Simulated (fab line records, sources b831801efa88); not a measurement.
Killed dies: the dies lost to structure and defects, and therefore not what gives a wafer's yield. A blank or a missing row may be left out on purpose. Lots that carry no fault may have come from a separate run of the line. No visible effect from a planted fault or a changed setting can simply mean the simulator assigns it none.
A lot that was struck, set against a sound lot / flow sky130 / 15 steps out of a route of 708
Sound: the wafers L984.2, L984.3, L984.6. Struck: wafers L999.2, L999.5, L999.6. The cause is named last.
Order at every step that has rows: each side's tool, ch and its chambers, its first start. Under that, the readings that differ: sound wafers / struck wafers / difference of the means / sigmas: that difference in standard deviations of wafers without a fault.
alike: a reading whose means differ by less than 2 such deviations, as well as words and numbers matching on both sides. not compared: withheld readings; readings where some wafer has no value; bounds like >300 that might hide an equal value; numbers whose values overlap and for which the record gives no deviation.
The two part at a step that has a row with sigmas, a row that says differs or no value, or rows on one side only. Numbers that don't overlap but have no deviation are shown without sigmas and don't part them. A reading missing from all wafers of one side parts the sides only when that side holds two or more wafers.

first, 7 steps without rows for these wafers: SKY_POLY_CUT_HMDS_01 (prime time 60 s); SKY_POLY_CUT_COAT_02 (resist thk 60 nm); SKY_POLY_CUT_COAT_03 (resist thk 450 nm); SKY_POLY_CUT_SOFTBAKE_04 (time 90 s); SKY_POLY_CUT_EXPOSE_05 (exposes mask NPCM, target cd 270 nm); SKY_POLY_CUT_PEB_06; SKY_POLY_CUT_DEVELOP_07 (develop time 60 s).
SKY_POLY_CUT_CD_MEAS_08 targets a cd of 270 nm.
  sound: cd_sem-01 at day 26 01:44; struck: cd_sem-01 at day 33 16:53
  alike: cd_nm
SKY_POLY_CUT_OVL_MEAS_09:
  sound: overlay-02 at day 26 01:50; struck: overlay-01 at day 33 16:59
  alike: POLY_CUT_OVL
SKY_POLY_CUT_ETCH_10: etches BARC in N2/H2, stops on SiO2, time 45.9 s, target depth 60 nm.
  sound on rie_diel-03 ch 1,2,3, day 26 01:52; struck on rie_diel-03 ch 1,2,3, day 33 17:01
  alike: drypump_motor_current_A, oes_product_au, throttle_valve_pct
  not compared: rf_hours_counter_h
SKY_POLY_CUT_ETCH_11: etches Si3N4 in CF4/CH2F2/Ar, stops on poly-Si, time 42.5 s, target depth 60 nm.
  sound on rie_diel-03 ch 1,2,3, day 26 01:55; struck on rie_diel-03 ch 1,2,3, day 33 17:04
  alike: drypump_motor_current_A, oes_product_au, throttle_valve_pct
  not compared: rf_hours_counter_h
SKY_POLY_CUT_STRIP_12: strips in O2/N2.
  sound on plasma_asher-03 ch 0,1, day 26 01:58; struck on plasma_asher-01 ch 0,1, day 33 17:07
  alike: drypump_motor_current_A, oes_product_au, strip_time_to_endpoint_s
  not compared: rf_hours_counter_h
SKY_SD_P_DEHYDRATE_00: time 60 s.
  sound on litho_track-02 ch 0, day 26 17:01; struck on litho_track-02 ch 0, day 34 05:34
reading=heater_power_total_W (W); sound=160.13 160.48 160.44; struck=153.73 153.76 153.88; difference=-6.56; sigmas=-50
reading=plate_temp_C (C); sound=200.11 200.19 200.20; struck=193.50 193.41 193.53; difference=-6.69; sigmas=-42
  alike: chill_plate_temp_C
then, 1 step without rows for these wafers: SKY_SD_P_HMDS_01 (prime time 60 s).
-- record jumps: 18 days separate the struck wafers' starts on either side; left off in module SD_P, taken up again in module PAD_OPEN, whose first shown step is the route's number 708 --
SKY_PAD_OPEN_PROBE_99:
  sound: prober-02 at day 47 20:23; struck: prober-02 at day 52 17:13
  alike: killed_at_M0_to_M3, killed_at_M4_up, killed_at_contacts, killed_at_front_end, killed_at_other, killed_dies, killed_open, killed_short

== WHERE THEY PART ==
Only at SKY_SD_P_DEHYDRATE_00, as far as this record shows. Later steps at which nothing parts them and some readings are alike: SKY_PAD_OPEN_PROBE_99.

WHY: what the simulator had put in
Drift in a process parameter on litho_track-02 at SKY_SD_P_DEHYDRATE_00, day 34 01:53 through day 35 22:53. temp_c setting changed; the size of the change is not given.
